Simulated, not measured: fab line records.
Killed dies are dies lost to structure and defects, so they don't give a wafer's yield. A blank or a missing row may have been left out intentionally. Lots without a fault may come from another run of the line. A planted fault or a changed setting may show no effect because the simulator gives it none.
Which of the tools did it? ; flow gf180mcu ; 6 lots with 18 wafers sampled at 3 steps, on a route of 602 steps

## WHAT THE GAUGES READ, wafer by wafer
GF_V5_RS_MEAS_24: the measuring method here is four-point-probe.
lot;measured;on;V5_W_RS (ohm/sq)
L686;day 27 14:25;film_metro-04;0.333 0.332 0.329
L688;day 28 14:46;film_metro-02;0.329 0.332 0.329
L694;day 29 23:44;film_metro-04;0.326 0.327 0.323
L700;day 31 22:38;film_metro-04;0.316 0.322 0.321
L702;day 32 06:19;film_metro-04;0.327 0.331 0.326
L704;day 32 15:56;film_metro-01;0.321 0.323 0.323

## WHICH TOOL RAN EACH LOT (tool, then ch and the chambers of the sampled wafers, then the start)
lot;GF_M4_SPUTTER_00;GF_V5_SPUTTER_21
L686;pvd_sputter-01, day 22 19:22;pvd_sputter-02, day 27 14:12
L688;pvd_sputter-04, day 23 17:25;pvd_sputter-02, day 28 14:32
L694;pvd_sputter-02, day 25 13:57;pvd_sputter-03, day 29 23:30
L700;pvd_sputter-01, day 27 20:02;pvd_sputter-03, day 31 22:26
L702;pvd_sputter-01, day 28 04:20;pvd_sputter-02, day 32 06:00
L704;pvd_sputter-02, day 28 16:22;pvd_sputter-01, day 32 15:42
- GF_M4_SPUTTER_00: material Ti, target thk 37.5 nm, time 150 s.
- GF_V5_SPUTTER_21: material Ti, target thk 15 nm, time 80.02 s.

## THE ANSWER, worked out from the rows above alone
Rule: the lots themselves supply what counts as usual. Put in order of their means at a reading, lots are off if they are a third of the lots or fewer, leave a main group of 4 or more, and stand apart from it by a gap of 3 or more times the standard deviation of the main group's means; of several such gaps the widest counts. A main group whose means are all the same, to the digits that the tables above print for the reading, isn't used. Also off: a lot with no number at a reading for which 4 or more lots have one. All remaining lots with rows at the step are treated as sound.
No lot is off at any reading shown: from this, nothing can be told.

## WHAT THE SIMULATOR HAD PUT IN
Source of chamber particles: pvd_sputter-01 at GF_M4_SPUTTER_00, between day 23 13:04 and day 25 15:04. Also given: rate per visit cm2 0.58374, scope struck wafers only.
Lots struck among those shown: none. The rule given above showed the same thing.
